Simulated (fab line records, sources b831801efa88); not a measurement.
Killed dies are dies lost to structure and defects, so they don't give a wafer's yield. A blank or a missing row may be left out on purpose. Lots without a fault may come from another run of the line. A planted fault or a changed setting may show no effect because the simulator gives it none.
Which tool did it? | flow sky130 | 7 lots, 21 wafers sampled, at 2 steps of a route of 708

WHAT THE GAUGES READ, wafer by wafer
SKY_SONOS_ONO_THK_MEAS_03.
lot  | measured     | on            | SONOS_ONO_CVD_02_THK (nm)
L127 | day 11 12:06 | film_metro-03 | 10.34 10.49 10.51
L129 | day 12 00:55 | film_metro-03 | 10.29 10.31 10.28
L133 | day 13 16:33 | film_metro-04 | 12.05 11.96 12.08
L142 | day 18 08:20 | film_metro-03 | 10.70 10.78 10.74
L144 | day 18 17:02 | film_metro-02 | 10.93 10.85 10.87
L147 | day 19 04:19 | film_metro-04 | 10.52 10.59 10.67
L148 | day 20 03:51 | film_metro-02 | 10.60 10.49 10.52

WHICH TOOL RAN EACH LOT (tool, then ch and the chambers of the sampled wafers, then the start)
lot  | SKY_SONOS_ONO_CVD_02
L127 | lpcvd-02 ch 1, day 11 11:02
L129 | lpcvd-02 ch 1, day 11 23:52
L133 | lpcvd-02 ch 1, day 13 15:29
L142 | lpcvd-02 ch 1, day 18 06:46
L144 | lpcvd-02 ch 0, day 18 15:58
L147 | lpcvd-02 ch 1, day 19 03:16
L148 | lpcvd-02 ch 0, day 20 02:47
- SKY_SONOS_ONO_CVD_02: deposits Si3N4 from DCS/NH3, target thk 10.5 nm, time 180 s.

THE ANSWER, worked out from the rows above alone
Rule: what is usual is taken from the lots themselves. Put in order of their means at a reading, lots are off if they are a third of the lots or fewer, leave a main group of 4 or more, and stand apart from it by a gap of 3 or more times the standard deviation of the main group's means; of several such gaps the widest counts. A main group whose means are all the same, to the digits that the tables above print for the reading, isn't used. A lot without any number at a reading at which 4 lots or more have one is off too. The other lots that the step has rows for count as sound.
Off: L133, at SKY_SONOS_ONO_THK_MEAS_03 (SONOS_ONO_CVD_02_THK). The main group: mean 10.58 nm, standard deviation 0.19.
A tool fits if, at a process step before that reading, it ran every lot that is off, and no sound lot after the first of them. The gauges at SKY_SONOS_ONO_THK_MEAS_03 are tried like those tools. None of those tried fits.

WHAT THE SIMULATOR HAD PUT IN
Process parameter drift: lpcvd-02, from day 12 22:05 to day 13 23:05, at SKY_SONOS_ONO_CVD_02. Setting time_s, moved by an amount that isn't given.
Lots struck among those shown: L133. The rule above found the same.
